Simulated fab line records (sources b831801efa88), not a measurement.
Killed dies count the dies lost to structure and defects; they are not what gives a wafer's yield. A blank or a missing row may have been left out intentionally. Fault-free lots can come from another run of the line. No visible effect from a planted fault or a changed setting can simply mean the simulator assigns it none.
2 desks, one fault	flow sky130	each desk holds nothing but its own numbers, with what lay behind them at the end

## METROLOGY DESK
Lot by lot, what the gauges showed, no matter which tool ran the lot: averages of those sampled wafers that carry a number. Any lot whose mean is over 4 standard deviations away from the usual mean is out of limits and marked OUT; that distance is given in the brackets.
Columns: A = PWDE_RS at SKY_NWELL_RS_MEAS_31, usual 5272 ohm/sq; B = VT_ADJUST_HVTR_TW at SKY_VT_ADJUST_HVTR_TW_MEAS_11, usual 208.5; C = GATE_OXIDE_TW at SKY_GATE_OXIDE_TW_MEAS_14, usual 221.9
lot	first seen here	A	B	C
L281	day 5 05:41	5283	210.3	222.9
L282	day 5 09:50	5274	210.5	223.0
L283	day 5 19:30	5258	213.0	217.9
L285	day 6 03:26	5276	211.6	226.2
L286	day 6 13:06	5243	205.4	222.4
L287	day 6 20:35	5261	208.9	223.6
L289	day 7 07:55	5281	212.0	218.3
L290	day 7 10:17	5257	209.5	222.1
L291	day 7 17:45	5282	206.2	219.2
L292	day 7 22:54	5287	212.2	222.6
L293	day 8 01:32	5271	211.9	219.6
L300	day 11 12:34	5283	208.5	-
L301	day 11 12:54	5284	206.3	-
L304	day 11 12:54	5305	209.6	222.3
L302	day 11 15:37	5241	209.3	-
This desk's verdict: no lot among the 15 shows anything out of limits.

## THE TOOL OWNER'S DESK: lpcvd-02
The tool's own readings at SKY_SONOS_ONO_CVD_02 (deposits Si3N4 from DCS/NH3, target thk 10.5 nm, time 180 s): means of the sampled wafers that have a number, for each lot that ran on this tool. Any lot whose mean is over 4 standard deviations away from the usual mean is out of limits and marked OUT; that distance is given in the brackets.
Columns: A = pressure mtorr at SKY_SONOS_ONO_CVD_02, usual 250.0 mTorr; B = spike tc bottom C at SKY_SONOS_ONO_CVD_02, usual 787.2 C; C = spike tc top C at SKY_SONOS_ONO_CVD_02, usual 780.4 C; D = zone power bottom pct at SKY_SONOS_ONO_CVD_02, usual 21.0 %; E = zone power centre pct at SKY_SONOS_ONO_CVD_02, usual 13.9 %
lot	first seen here	A	B	C	D	E
L281	day 11 04:56	250.2	785.3	780.5	20.7	14.7
L282	day 11 09:08	249.4	784.6	780.9	20.9	14.6
L283	day 11 20:16	249.8	785.3	781.1	20.5	14.7
L285	day 12 07:47	249.6	785.8	780.4	20.6	14.7
L286	day 12 22:28	250.4	785.5	780.9	20.6	14.7
L287	day 13 10:36	250.0	791.4	779.7	21.6	12.4
L289	day 14 02:11	249.4	785.7	780.3	20.5	14.7
L290	day 14 03:14	249.6	786.1	781.4	20.9	14.8
L291	day 14 13:20	250.6	785.8	782.0	20.8	14.7
L292	day 15 00:25	250.1	784.7	780.8	20.8	14.7
L293	day 15 00:25	250.0	790.8	779.9	21.6	12.3
L304	day 19 16:26	249.0	783.7	782.1	20.7	14.6
This desk's verdict: no lot among the 12 shows anything out of limits.

## BROUGHT TOGETHER
The metrology desk saw nothing out of limits.
The tool owner's desk saw nothing out of limits.

## WHAT THE SIMULATOR PUT IN
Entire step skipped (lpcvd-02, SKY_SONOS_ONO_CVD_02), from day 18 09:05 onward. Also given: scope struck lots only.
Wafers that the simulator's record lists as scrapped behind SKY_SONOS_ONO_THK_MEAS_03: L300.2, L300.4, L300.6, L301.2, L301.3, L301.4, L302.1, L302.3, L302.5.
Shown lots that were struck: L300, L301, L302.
